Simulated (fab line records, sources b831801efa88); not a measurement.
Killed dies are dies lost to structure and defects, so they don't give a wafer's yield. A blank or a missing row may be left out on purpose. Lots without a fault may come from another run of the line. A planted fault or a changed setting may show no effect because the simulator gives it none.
Which tool did it? | flow sky130 | 11 lots, 33 wafers sampled, at 5 steps of a route of 708

WHAT THE GAUGES READ, wafer by wafer
SKY_CONTACT_RS_MEAS_25: measures by four-point-probe.
lot  | measured     | on            | CONTACT_W_RS (ohm/sq)
L677 | day 33 00:32 | film_metro-01 | 0.337 0.333 0.332
L681 | day 33 02:40 | film_metro-02 | 0.334 0.336 0.336
L682 | day 33 03:22 | film_metro-01 | 0.340 0.336 0.338
L680 | day 33 03:50 | film_metro-01 | 0.337 0.339 0.336
L685 | day 34 14:22 | film_metro-01 | 0.340 0.338 0.340
L687 | day 35 20:08 | film_metro-02 | 0.338 0.341 0.335
L689 | day 35 23:34 | film_metro-03 | 0.420 0.416 0.412
L692 | day 36 21:37 | film_metro-02 | 0.428 0.422 0.428
L691 | day 36 22:25 | film_metro-02 | 0.340 0.340 0.342
L694 | day 37 00:44 | film_metro-02 | 0.342 0.340 0.343
L697 | day 38 07:59 | film_metro-03 | 0.336 0.334 0.338

SKY_CONTACT_THK_MEAS_26: measures by xrf.
lot  | measured     | on            | CONTACT_W_THK (nm)
L677 | day 33 00:40 | film_metro-01 | 344 349 350
L681 | day 33 02:46 | film_metro-02 | 348 346 347
L682 | day 33 03:28 | film_metro-01 | 340 346 343
L680 | day 33 03:57 | film_metro-01 | 344 342 343
L685 | day 34 14:29 | film_metro-01 | 339 344 341
L687 | day 35 20:15 | film_metro-02 | 343 343 346
L689 | day 35 23:41 | film_metro-03 | 275 279 280
L692 | day 36 21:44 | film_metro-02 | 272 275 274
L691 | day 36 22:32 | film_metro-02 | 344 342 340
L694 | day 37 00:50 | film_metro-02 | 341 342 341
L697 | day 38 08:05 | film_metro-03 | 347 348 344

WHICH TOOL RAN EACH LOT (tool, then ch and the chambers of the sampled wafers, then the start)
lot  | SKY_CONTACT_ETCH_17                | SKY_CONTACT_ETCH_18                           | SKY_CONTACT_CVD_24
L677 | rie_diel-01 ch 0,1,3, day 32 23:41 | rie_diel-01 ch 0,1,3, day 33 00:26 or earlier | cvd_w-02 ch 0, day 33 00:26
L681 | rie_diel-02 ch 0,2,3, day 33 01:47 | rie_diel-02 ch 0,2,3, day 33 02:32 or earlier | cvd_w-01 ch 0,1, day 33 02:32
L682 | rie_diel-04 ch 2,3, day 33 02:28   | rie_diel-04 ch 2,3, day 33 03:14 or earlier   | cvd_w-02 ch 0,1, day 33 03:14
L680 | rie_diel-01 ch 0,1,3, day 33 02:55 | rie_diel-01 ch 0,1,3, day 33 03:43 or earlier | cvd_w-01 ch 0, day 33 03:43
L685 | rie_diel-02 ch 0,1,3, day 34 13:29 | rie_diel-02 ch 0,1,3, day 34 14:15 or earlier | cvd_w-01 ch 1, day 34 14:15
L687 | rie_diel-04 ch 1,2, day 35 19:17   | rie_diel-04 ch 1,2, day 35 20:01 or earlier   | cvd_w-01 ch 0,1, day 35 20:01
L689 | rie_diel-02 ch 0,1,2, day 35 22:08 | rie_diel-02 ch 0,1,2, day 35 23:27 or earlier | cvd_w-02 ch 0,1, day 35 23:27
L692 | rie_diel-02 ch 0,3, day 36 20:46   | rie_diel-02 ch 0,3, day 36 21:30 or earlier   | cvd_w-02 ch 0,1, day 36 21:30
L691 | rie_diel-02 ch 1,2,3, day 36 21:32 | rie_diel-02 ch 1,2,3, day 36 22:16 or earlier | cvd_w-01 ch 0,1, day 36 22:16
L694 | rie_diel-02 ch 1,2, day 36 23:52   | rie_diel-02 ch 1,2, day 37 00:36 or earlier   | cvd_w-01 ch 0,1, day 37 00:36
L697 | rie_diel-04 ch 0,2,3, day 38 07:05 | rie_diel-04 ch 0,2,3, day 38 07:51 or earlier | cvd_w-01 ch 0,1, day 38 07:51
- SKY_CONTACT_ETCH_17: etches SiO2 in C4F8/O2/Ar, stops on Si3N4, target depth 340 nm.
- SKY_CONTACT_ETCH_18: etches Si3N4 in CHF3/O2, stops on TiN, time 39 s, target depth 75 nm.
- SKY_CONTACT_CVD_24: deposits W, target thk 340 nm, time 102.12 s.

WHAT THE TOOLS THEMSELVES READ (means of the sampled wafers that have a number; where no wafer has one, the mark that the record gives instead)
SKY_CONTACT_ETCH_17.
lot  | tool        | oes_product_au (a.u.) | rf_fwd_power_W (W)
L677 | rie_diel-01 | 0.888                 | 1485
L681 | rie_diel-02 | 0.892                 | 1486
L682 | rie_diel-04 | 0.890                 | 1484
L680 | rie_diel-01 | 0.896                 | 1486
L685 | rie_diel-02 | 0.887                 | 1493
L687 | rie_diel-04 | 0.887                 | 1490
L689 | rie_diel-02 | 0.889                 | 1488
L692 | rie_diel-02 | 0.892                 | 1487
L691 | rie_diel-02 | 0.891                 | 1489
L694 | rie_diel-02 | 0.887                 | 1482
L697 | rie_diel-04 | 0.890                 | 1491

SKY_CONTACT_ETCH_18.
lot  | tool        | drypump_motor_current_A (A) | oes_product_au (a.u.) | rf_fwd_power_W (W) | throttle_valve_pct (%)
L677 | rie_diel-01 | 5.9                         | 0.857                 | 591.9              | 8.797
L681 | rie_diel-02 | 5.8                         | 0.847                 | 594.2              | 8.793
L682 | rie_diel-04 | 6.1                         | 0.856                 | 592.6              | 8.797
L680 | rie_diel-01 | 5.9                         | 0.862                 | 589.9              | 8.803
L685 | rie_diel-02 | 6.4                         | 0.861                 | 596.3              | 8.796
L687 | rie_diel-04 | 5.7                         | 0.854                 | 594.0              | 8.795
L689 | rie_diel-02 | 5.9                         | 0.860                 | 595.2              | 8.799
L692 | rie_diel-02 | 6.2                         | 0.856                 | 594.7              | 8.798
L691 | rie_diel-02 | 6.0                         | 0.859                 | 593.9              | 8.795
L694 | rie_diel-02 | 5.5                         | 0.852                 | 592.9              | 8.788
L697 | rie_diel-04 | 5.9                         | 0.861                 | 593.4              | 8.794

SKY_CONTACT_CVD_24.
lot  | tool     | heater_power_w (W)
L677 | cvd_w-02 | 1020
L681 | cvd_w-01 | 839
L682 | cvd_w-02 | 972
L680 | cvd_w-01 | 964
L685 | cvd_w-01 | 790
L687 | cvd_w-01 | 841
L689 | cvd_w-02 | 1015
L692 | cvd_w-02 | 968
L691 | cvd_w-01 | 849
L694 | cvd_w-01 | 837
L697 | cvd_w-01 | 917

THE ANSWER, worked out from the rows above alone
Rule: what is usual is taken from the lots themselves. Put in order of their means at a reading, lots are off if they are a third of the lots or fewer, leave a main group of 4 or more, and stand apart from it by a gap of 3 or more times the standard deviation of the main group's means; of several such gaps the widest counts. A main group whose means are all the same, to the digits that the tables above print for the reading, isn't used. A lot without any number at a reading at which 4 lots or more have one is off too. The other lots that the step has rows for count as sound. The gauges are gone through in route order, then the tools' own readings, and for those a lot's mean is taken as printed above. The first step at which some lot is off is used, and at that step the reading that is off furthest; a lot without a number counts as furthest.
Off: L689, L692, at SKY_CONTACT_RS_MEAS_25 (CONTACT_W_RS). The main group: mean 0.338 ohm/sq, standard deviation 0.0023.
A tool fits if, at a process step before that reading, it ran every lot that is off, and no sound lot after the first of them. The gauges at SKY_CONTACT_RS_MEAS_25 are tried like those tools. SKY_CONTACT_ETCH_18 gives no start for some lots, so the hours and the order of its lots are those of SKY_CONTACT_CVD_24. One fits: cvd_w-02 at SKY_CONTACT_CVD_24. Its last sound lot is L682 (day 33 03:14), its first lot that is off L689 (day 35 23:27): a fault that began between those two fits.

WHAT THE SIMULATOR HAD PUT IN
Process parameter drift: cvd_w-02, from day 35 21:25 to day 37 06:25, at SKY_CONTACT_CVD_24. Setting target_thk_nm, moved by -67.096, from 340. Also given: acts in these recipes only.
Lots struck among those shown: L689, L692. The rule above found the same.
